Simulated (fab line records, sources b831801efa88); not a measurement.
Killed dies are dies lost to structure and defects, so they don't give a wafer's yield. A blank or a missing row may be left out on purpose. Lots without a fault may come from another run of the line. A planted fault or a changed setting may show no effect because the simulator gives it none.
Which tool did it? | flow gf180mcu | 12 lots, 36 wafers sampled, at 2 steps of a route of 602

WHAT THE GAUGES READ, wafer by wafer
GF_V5_OVL_MEAS_15. Usual: V5_OVL 1 nm, standard deviation 4.9.
lot  | measured     | on         | V5_OVL (nm) | flag
L667 | day 28 03:11 | overlay-01 | -7 -9 -10   |
L668 | day 28 11:27 | overlay-01 | -3 -2 -8    |
L669 | day 29 07:12 | overlay-02 | 4 7 1       |
L671 | day 29 14:02 | overlay-02 | 3 1 1       |
L674 | day 30 12:15 | overlay-01 | -4 -2 5     |
L675 | day 30 19:42 | overlay-02 | -3 -5 0     |
L676 | day 31 02:14 | overlay-02 | 10 3 3      |
L680 | day 32 08:24 | overlay-01 | -4 -4 -5    |
L681 | day 32 13:04 | overlay-01 | 3 -7 5      |
L682 | day 32 17:50 | overlay-02 | 6 -5 0      |
L684 | day 32 21:05 | overlay-02 | 8 6 8       |
L686 | day 33 14:14 | overlay-01 | -4 -1 4     |

WHICH TOOL RAN EACH LOT (tool, then ch and the chambers of the sampled wafers, then the start)
lot  | GF_V5_CMP_04
L667 | cmp-01 ch 0,2,3, day 27 06:59
L668 | cmp-02 ch 0,2,3, day 27 15:13
L669 | cmp-02 ch 2,3, day 28 11:46
L671 | cmp-01 ch 0,2,3, day 28 18:11
L674 | cmp-01 ch 1,2, day 29 17:50
L675 | cmp-02 ch 0,1,3, day 30 00:48
L676 | cmp-01 ch 0,1,2, day 30 07:37
L680 | cmp-02 ch 0,1,3, day 31 15:08
L681 | cmp-02 ch 0,2,3, day 31 20:08
L682 | cmp-01 ch 1,3, day 32 00:41
L684 | cmp-01 ch 2,3, day 32 04:17
L686 | cmp-01 ch 0,1,3, day 32 21:31
- GF_V5_CMP_04: polishes SiO2.

WHAT THE TOOLS THEMSELVES READ (means of the sampled wafers that have a number; where no wafer has one, the mark that the record gives instead)
GF_V5_CMP_04. Usual: head_pressure_psi 4.000 psi, standard deviation 0.0084; motor_current_A 12.2 A, standard deviation 1.3.
lot  | tool   | head_pressure_psi (psi) | motor_current_A (A) | flag
L667 | cmp-01 | 4.004                   | 12.1                |
L668 | cmp-02 | 3.999                   | 13.0                |
L669 | cmp-02 | 4.002                   | 11.7                |
L671 | cmp-01 | 3.997                   | 11.8                |
L674 | cmp-01 | 4.005                   | 12.1                |
L675 | cmp-02 | 3.999                   | 12.3                |
L676 | cmp-01 | 4.000                   | 11.8                |
L680 | cmp-02 | 4.003                   | 12.3                |
L681 | cmp-02 | 3.995                   | 12.5                |
L682 | cmp-01 | 4.003                   | 13.3                |
L684 | cmp-01 | 4.006                   | 13.0                |
L686 | cmp-01 | 3.995                   | 12.1                |

THE ANSWER, worked out from the rows above alone
Rule: a lot is off if the mean of its wafers that have a number lies more than 3 standard deviations from the usual mean. A lot without any number at a reading at which 4 lots or more have one is off too. The other lots that the step has rows for count as sound. The gauges are gone through in route order, then the tools' own readings, and for those a lot's mean is taken as printed above. The first step at which some lot is off is used, and at that step the reading that is off furthest; a lot without a number counts as furthest.
No lot is off at any reading shown: from this, nothing can be told.

WHAT THE SIMULATOR HAD PUT IN
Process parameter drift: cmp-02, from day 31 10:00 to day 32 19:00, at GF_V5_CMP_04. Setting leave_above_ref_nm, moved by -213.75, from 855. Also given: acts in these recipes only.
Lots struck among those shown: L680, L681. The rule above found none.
